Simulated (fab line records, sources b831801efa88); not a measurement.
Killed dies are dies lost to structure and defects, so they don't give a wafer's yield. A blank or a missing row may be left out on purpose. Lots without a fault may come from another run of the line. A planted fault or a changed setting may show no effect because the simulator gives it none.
Which tool did it? | flow sky130 | 12 lots, 36 wafers sampled, at 1 step of a route of 708

WHAT THE GAUGES READ, wafer by wafer
SKY_VT_ADJUST_HVTP_CD_MEAS_07: target cd 380 nm.
lot  | measured     | on        | cd_nm (nm)
L078 | day 7 05:30  | cd_sem-01 | 385.1 384.0 383.0
L076 | day 7 07:39  | cd_sem-01 | 379.8 382.3 381.0
L079 | day 7 19:31  | cd_sem-01 | 376.0 378.3 377.5
L081 | day 8 01:06  | cd_sem-01 | 381.1 378.3 378.4
L083 | day 8 15:50  | cd_sem-02 | 377.7 377.9 377.4
L085 | day 9 03:36  | cd_sem-02 | 377.6 378.8 376.6
L087 | day 9 12:59  | cd_sem-02 | 384.9 384.1 381.4
L089 | day 10 02:15 | cd_sem-02 | 381.8 380.6 380.4
L091 | day 10 14:46 | cd_sem-01 | 381.3 378.7 380.9
L093 | day 11 08:30 | cd_sem-01 | 378.9 380.8 378.0
L095 | day 11 16:01 | cd_sem-01 | 379.6 380.3 380.4
L097 | day 12 05:49 | cd_sem-02 | 380.7 383.2 380.5

WHICH TOOL RAN EACH LOT (tool, then ch and the chambers of the sampled wafers, then the start)
The record holds no process step before these readings.

THE ANSWER, worked out from the rows above alone
Rule: what is usual is taken from the lots themselves. Put in order of their means at a reading, lots are off if they are a third of the lots or fewer, leave a main group of 4 or more, and stand apart from it by a gap of 3 or more times the standard deviation of the main group's means; of several such gaps the widest counts. A main group whose means are all the same, to the digits that the tables above print for the reading, isn't used. A lot without any number at a reading at which 4 lots or more have one is off too. The other lots that the step has rows for count as sound.
No lot is off at any reading shown: from this, nothing can be told.

WHAT THE SIMULATOR HAD PUT IN
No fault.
